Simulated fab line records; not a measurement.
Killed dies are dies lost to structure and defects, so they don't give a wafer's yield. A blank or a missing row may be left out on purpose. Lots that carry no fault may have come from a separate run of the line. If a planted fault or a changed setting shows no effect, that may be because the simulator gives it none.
Which tool was responsible? + flow sky130 + 11 lots, 33 wafers sampled, at 5 steps of a route of 708

WHAT THE GAUGES READ, wafer by wafer
No reading from a measuring or inspecting step in the record can be judged against a usual standard deviation.

EACH LOT AND THE TOOL THAT RAN IT (in order: tool; ch and the chambers of the sampled wafers; start)
| lot  | SKY_METAL4_SPUTTER_02        | SKY_VIA4_CMP_21               | SKY_METAL5_SPUTTER_01        | SKY_METAL5_SPUTTER_03        | SKY_PAD_OPEN_PROBE_99   |
|------|------------------------------|-------------------------------|------------------------------|------------------------------|-------------------------|
| L675 | pvd_sputter-01, day 40 05:11 | cmp-01 ch 0,1,2, day 43 07:53 | pvd_sputter-01, day 43 08:06 | pvd_sputter-01, day 43 08:11 | -                       |
| L677 | pvd_sputter-02, day 40 18:05 | cmp-02 ch 0,1,2, day 43 19:36 | pvd_sputter-03, day 43 19:55 | pvd_sputter-03, day 43 20:00 | -                       |
| L678 | pvd_sputter-04, day 41 03:08 | cmp-02 ch 0,1, day 44 05:38   | pvd_sputter-04, day 44 05:57 | pvd_sputter-04, day 44 06:01 | -                       |
| L681 | pvd_sputter-04, day 41 17:10 | cmp-01 ch 1,2,3, day 44 18:43 | pvd_sputter-04, day 44 18:59 | pvd_sputter-04, day 44 19:04 | -                       |
| L682 | pvd_sputter-02, day 41 20:05 | cmp-01 ch 0,2, day 44 19:55   | pvd_sputter-03, day 44 20:14 | pvd_sputter-03, day 44 20:19 | prober-01, day 47 14:53 |
| L684 | pvd_sputter-01, day 42 11:43 | cmp-01 ch 1,3, day 45 11:01   | pvd_sputter-04, day 45 11:20 | pvd_sputter-04, day 45 11:25 | prober-01, day 48 04:23 |
| L687 | pvd_sputter-04, day 43 09:56 | cmp-02 ch 0,2,3, day 46 07:58 | pvd_sputter-01, day 46 08:14 | pvd_sputter-01, day 46 08:19 | -                       |
| L688 | pvd_sputter-01, day 43 17:52 | cmp-02 ch 0,1,3, day 46 16:06 | pvd_sputter-01, day 46 16:25 | pvd_sputter-01, day 46 16:30 | prober-01, day 49 05:18 |
| L696 | pvd_sputter-04, day 45 12:57 | cmp-02 ch 1,2,3, day 48 06:01 | pvd_sputter-04, day 48 06:17 | pvd_sputter-04, day 48 06:22 | prober-02, day 50 13:58 |
| L697 | pvd_sputter-02, day 45 18:40 | cmp-01 ch 2,3, day 48 10:22   | pvd_sputter-01, day 48 10:41 | pvd_sputter-01, day 48 10:46 | -                       |
| L698 | pvd_sputter-04, day 45 20:07 | cmp-02 ch 2,3, day 48 12:50   | pvd_sputter-01, day 48 13:09 | pvd_sputter-01, day 48 13:14 | -                       |
- SKY_METAL4_SPUTTER_02: material AlCu, target thk 735 nm, time 39.1 s.
- SKY_VIA4_CMP_21: polishes, stops on SiO2, t overpolish 25 s, target thk 0 nm.
- SKY_METAL5_SPUTTER_01: material TiN, target thk 20 nm, time 16.7 s.
- SKY_METAL5_SPUTTER_03: material Ti, target thk 5 nm, time 3.3 s.
- SKY_PAD_OPEN_PROBE_99

WHAT THE TOOLS THEMSELVES READ (means of the sampled wafers that have a number; where no wafer has one, the mark that the record gives instead)
SKY_METAL4_SPUTTER_02. Usual: cathode_dc_power_W 10310 W, standard deviation 1.8; chamber_pressure_pa 0.4001 Pa, standard deviation 0.00081; throttle_valve_pct 30.1 %, standard deviation 1.1.
| lot  | tool           | cathode_dc_power_W (W) | chamber_pressure_pa (Pa) | throttle_valve_pct (%) | flag |
|------|----------------|------------------------|--------------------------|------------------------|------|
| L675 | pvd_sputter-01 | 10308                  | 0.3994                   | 31.0                   |      |
| L677 | pvd_sputter-02 | 10309                  | 0.4004                   | 29.0                   |      |
| L678 | pvd_sputter-04 | 10309                  | 0.4008                   | 30.9                   |      |
| L681 | pvd_sputter-04 | 10311                  | 0.3994                   | 30.9                   |      |
| L682 | pvd_sputter-02 | 10313                  | 0.4000                   | 29.1                   |      |
| L684 | pvd_sputter-01 | 10311                  | 0.3997                   | 30.0                   |      |
| L687 | pvd_sputter-04 | 10309                  | 0.4006                   | 31.0                   |      |
| L688 | pvd_sputter-01 | 10312                  | 0.4008                   | 30.8                   |      |
| L696 | pvd_sputter-04 | 10309                  | 0.4000                   | 30.7                   |      |
| L697 | pvd_sputter-02 | 10310                  | 0.4002                   | 30.1                   |      |
| L698 | pvd_sputter-04 | 10311                  | 0.4002                   | 30.3                   |      |

SKY_VIA4_CMP_21. Usual: motor_current_A 10.8 A, standard deviation 0.78; overpolish_run_s 25.000 s, standard deviation 0.0092; retaining_ring_pressure_frac 1.001, standard deviation 0.0047; time_to_endpoint_s 123 s, standard deviation 3.7.
| lot  | tool   | motor_current_A (A) | overpolish_run_s (s) | retaining_ring_pressure_frac | time_to_endpoint_s (s) | flag |
|------|--------|---------------------|----------------------|------------------------------|------------------------|------|
| L675 | cmp-01 | 10.5                | 25.006               | 1.003                        | 122                    |      |
| L677 | cmp-02 | 10.5                | 25.003               | 1.003                        | 119                    |      |
| L678 | cmp-02 | 11.5                | 25.002               | 1.004                        | 130                    |      |
| L681 | cmp-01 | 11.9                | 25.009               | 0.999                        | 123                    |      |
| L682 | cmp-01 | 10.5                | 25.001               | 1.006                        | 131                    |      |
| L684 | cmp-01 | 11.6                | 25.006               | 1.002                        | 121                    |      |
| L687 | cmp-02 | 10.3                | 24.998               | 1.000                        | 123                    |      |
| L688 | cmp-02 | 10.3                | 24.997               | 1.000                        | 127                    |      |
| L696 | cmp-02 | 10.6                | 25.002               | 0.999                        | 123                    |      |
| L697 | cmp-01 | 11.4                | 25.003               | 0.994                        | 124                    |      |
| L698 | cmp-02 | 10.1                | 24.993               | 1.001                        | 122                    |      |

SKY_METAL5_SPUTTER_01. Usual: cathode_dc_power_W 6500.0 W, standard deviation 1.3; chamber_pressure_pa 0.3999 Pa, standard deviation 0.00078; throttle_valve_pct 30.5 %, standard deviation 0.73.
| lot  | tool           | cathode_dc_power_W (W) | chamber_pressure_pa (Pa) | throttle_valve_pct (%) | flag |
|------|----------------|------------------------|--------------------------|------------------------|------|
| L675 | pvd_sputter-01 | 6499.8                 | 0.3996                   | 30.9                   |      |
| L677 | pvd_sputter-03 | 6500.4                 | 0.3994                   | 29.9                   |      |
| L678 | pvd_sputter-04 | 6499.9                 | 0.3998                   | 30.0                   |      |
| L681 | pvd_sputter-04 | 6499.6                 | 0.4000                   | 30.7                   |      |
| L682 | pvd_sputter-03 | 6498.8                 | 0.4000                   | 30.3                   |      |
| L684 | pvd_sputter-04 | 6501.5                 | 0.3996                   | 31.1                   |      |
| L687 | pvd_sputter-01 | 6500.1                 | 0.4011                   | 30.3                   |      |
| L688 | pvd_sputter-01 | 6500.1                 | 0.4002                   | 30.4                   |      |
| L696 | pvd_sputter-04 | -                      | -                        | -                      | OFF  |
| L697 | pvd_sputter-01 | -                      | -                        | -                      | OFF  |
| L698 | pvd_sputter-01 | 6501.1                 | 0.3994                   | 31.0                   |      |

SKY_METAL5_SPUTTER_03. Usual: cathode_dc_power_W 3000.1 W, standard deviation 0.56; chamber_pressure_pa 0.3999 Pa, standard deviation 0.00081; throttle_valve_pct 30.5 %, standard deviation 0.7.
| lot  | tool           | cathode_dc_power_W (W) | chamber_pressure_pa (Pa) | throttle_valve_pct (%) | flag |
|------|----------------|------------------------|--------------------------|------------------------|------|
| L675 | pvd_sputter-01 | 2999.2                 | 0.4003                   | 30.7                   |      |
| L677 | pvd_sputter-03 | 3000.3                 | 0.4002                   | 29.9                   |      |
| L678 | pvd_sputter-04 | 3000.3                 | 0.4011                   | 30.0                   |      |
| L681 | pvd_sputter-04 | 2999.9                 | 0.3995                   | 30.5                   |      |
| L682 | pvd_sputter-03 | 3000.3                 | 0.4001                   | 30.3                   |      |
| L684 | pvd_sputter-04 | 3000.5                 | 0.3995                   | 31.0                   |      |
| L687 | pvd_sputter-01 | 3000.5                 | 0.4004                   | 30.3                   |      |
| L688 | pvd_sputter-01 | 2999.4                 | 0.3988                   | 30.4                   |      |
| L696 | pvd_sputter-04 | 3000.4                 | 0.3987                   | 30.6                   |      |
| L697 | pvd_sputter-01 | 3000.1                 | 0.3993                   | 30.4                   |      |
| L698 | pvd_sputter-01 | 2999.9                 | 0.4000                   | 30.8                   |      |

SKY_PAD_OPEN_PROBE_99. Usual: defect_limited_yield 82.6 %, standard deviation 1.9; killed_at_M0_to_M3 43, standard deviation 7.1; killed_at_M4_up 3.0, standard deviation 1.6; killed_at_contacts 24, standard deviation 5.3; killed_at_front_end 16, standard deviation 4.1; killed_at_other 0.5, standard deviation 0.82; killed_dies 86, standard deviation 9.4; killed_open 46, standard deviation 6.9; killed_short 39, standard deviation 6.5; sort_bin_3_pad_short 0.9 %, standard deviation 0.45; sort_bin_5_function 10.3 %, standard deviation 1.5; sort_bin_6_memory 6.2 %, standard deviation 1.1; sort_n_pass 406, standard deviation 9.4; sort_yield_pct 82.6 %, standard deviation 1.9.
| lot  | tool      | defect_limited_yield (%) | killed_at_M0_to_M3 | killed_at_M4_up | killed_at_contacts | killed_at_front_end | killed_at_other | killed_dies | killed_open | killed_short | sort_bin_3_pad_short (%) | sort_bin_5_function (%) | sort_bin_6_memory (%) | sort_n_pass | sort_yield_pct (%) | flag |
|------|-----------|--------------------------|--------------------|-----------------|--------------------|---------------------|-----------------|-------------|-------------|--------------|--------------------------|-------------------------|-----------------------|-------------|--------------------|------|
| L682 | prober-01 | 82.6                     | 42                 | 4.0             | 23                 | 15                  | 1.3             | 85          | 47          | 38           | 0.9                      | 10.0                    | 6.4                   | 407         | 82.6               |      |
| L684 | prober-01 | 83.3                     | 49                 | 2.0             | 19                 | 12                  | 0.0             | 82          | 46          | 36           | 0.9                      | 9.3                     | 6.6                   | 410         | 83.3               |      |
| L688 | prober-01 | 80.7                     | 50                 | 2.3             | 27                 | 15                  | 0.0             | 95          | 50          | 45           | 1.1                      | 11.4                    | 6.8                   | 397         | 80.7               |      |
| L696 | prober-02 | 83.8                     | 39                 | 1.7             | 20                 | 18                  | 0.3             | 80          | 40          | 40           | 0.9                      | 9.4                     | 5.9                   | 412         | 83.8               |      |

THE ANSWER, worked out from the rows above alone
Rule: a lot is off if the mean of its wafers that have a number lies more than 3 standard deviations from the usual mean. Also off: a lot with no number at a reading for which 4 or more lots have one. All remaining lots with rows at the step are treated as sound. First the gauges in route order, then the tools' own readings, where a lot's mean is used as printed above. At the first step where some lot is off, the reading lying furthest off is the one used; lots without a number count as furthest.
Off: L696, L697, at SKY_METAL5_SPUTTER_01 (cathode_dc_power_W). Without a number there: L696, L697.
If a tool, at that step or one of the process steps before it, ran each lot that is off and ran no sound lot following the first of them, it fits. Not one of the candidates tried fits.

WHAT THE SIMULATOR HAD INSERTED
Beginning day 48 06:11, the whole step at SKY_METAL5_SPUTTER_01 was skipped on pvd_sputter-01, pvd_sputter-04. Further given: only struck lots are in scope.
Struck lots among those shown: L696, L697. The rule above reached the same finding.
